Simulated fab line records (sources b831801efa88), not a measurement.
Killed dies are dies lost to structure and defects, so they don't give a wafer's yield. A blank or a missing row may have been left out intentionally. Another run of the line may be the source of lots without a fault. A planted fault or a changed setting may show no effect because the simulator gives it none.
Split-lot study	flow sfq-line	route with 325 steps; 5 lots, 23 wafers read

THE SPLIT
At SFQ_TRILAYER_I2_VIA_BARC_OPEN_VIA_ETCH_096 (etches BARC in O2, target depth 125 nm, time 41.7 s), the setting time-s was moved away from the recipe's 41.7 s on 9 of the 23 wafers read, by -7.1% to +10.0%. This setting was run at the recipe's value on the other wafers.

The reading is taken at the split's own step.

THE READING
oes-product-au, in a.u., at SFQ_TRILAYER_I2_VIA_BARC_OPEN_VIA_ETCH_096 (etches BARC in O2, target depth 125 nm, time 41.7 s). Fault-free wafers of this fab line usually give 0.686 a.u., standard deviation 0.0048 a.u.

wafer	tool, chamber at the split	time-s as run, s	against the recipe	oes-product-au, a.u.	against lot-mates on the recipe
L075.1	rie-diel-03, 2	41.7	recipe	0.678	-
L075.2	rie-diel-03, 1	41.7	recipe	0.687	-
L075.3	rie-diel-03, 3	41.7	recipe	0.675	-
L075.4	rie-diel-03, 0	41.7	recipe	0.686	-
L075.6	rie-diel-03, 2	41.7	recipe	0.686	-
L078.2	rie-diel-03, 0	45.26	+8.5%	0.676	-0.015
L078.3	rie-diel-03, 3	41.7	recipe	0.692	-
L078.4	rie-diel-03, 2	45.26	+8.5%	0.668	-0.023
L078.5	rie-diel-03, 2	41.7	recipe	0.690	-
L078.6	rie-diel-03, 3	45.26	+8.5%	0.680	-0.011
L080.1	rie-diel-03, 1	41.7	recipe	0.683	-
L080.3	rie-diel-03, 2	41.7	recipe	0.689	-
L080.4	rie-diel-03, 3	41.7	recipe	0.683	-
L083.1	rie-diel-03, 0	38.73	-7.1%	0.707	+0.018
L083.2	rie-diel-03, 1	38.73	-7.1%	0.713	+0.024
L083.3	rie-diel-03, 3	38.73	-7.1%	0.709	+0.020
L083.4	rie-diel-03, 2	41.7	recipe	0.687	-
L083.5	rie-diel-03, 2	41.7	recipe	0.690	-
L084.1	rie-diel-01, 3	45.86	+10.0%	0.673	-0.024
L084.2	rie-diel-01, 1	41.7	recipe	0.698	-
L084.3	rie-diel-01, 3	41.7	recipe	0.696	-
L084.5	rie-diel-01, 3	45.86	+10.0%	0.676	-0.021
L084.6	rie-diel-01, 1	45.86	+10.0%	0.673	-0.024

THE FIT
A straight line over all 23 wafers: oes-product-au changes by -0.00191 a.u. for each +1% of time-s; r = -0.85; the points scatter about the line by 0.0064 a.u.
The same after taking each lot's own level away (the mean of its wafers on the recipe; 23 wafers): -0.00239 a.u. for each +1%; r = -0.96; scatter 0.0039 a.u.
On that fit, the largest move of time-s shifts the reading by 0.024 a.u.
Across the lots, their own levels run from 0.6824 to 0.6970 a.u., a range of 3.0 times the standard deviation given above.
So the lot-to-lot level changes the slope: the two fits differ.
Check: -0.0224 a.u. against its lot-mates is what the line predicts for one of the wafers moved furthest among these (+10.0%) when that wafer is left out of the fit. Against them it came out at -0.024 a.u.
Tool readings at the split's step, against how far the setting was moved: oes-product-au r = -0.85.

FURTHER SPLITS ON THESE WAFERS
Other splits were also applied to these wafers ahead of the reading. Each is held against what the fit with the lots' levels taken away leaves over:
other split on the same wafers	wafers away from the commonest value	r with oes-product-au (lot level and that fit taken away)
SFQ_TRILAYER_I1_VIA_LITHO_EXPOSE_050 dose-mj	5	-0.37
SFQ_TRILAYER_M2_DEP_SPUTTER_055 time-s	7	+0.11
SFQ_TRILAYER_M2_LITHO_COAT_057 resist-thk-nm	4	-0.01
SFQ_TRILAYER_M2_BARC_OPEN_METAL_ETCH_077 time-s	8	+0.20

THE FILE'S OWN FIT
oes-product-au changes by -0.00233 a.u. for each +1% of time-s, r = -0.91.
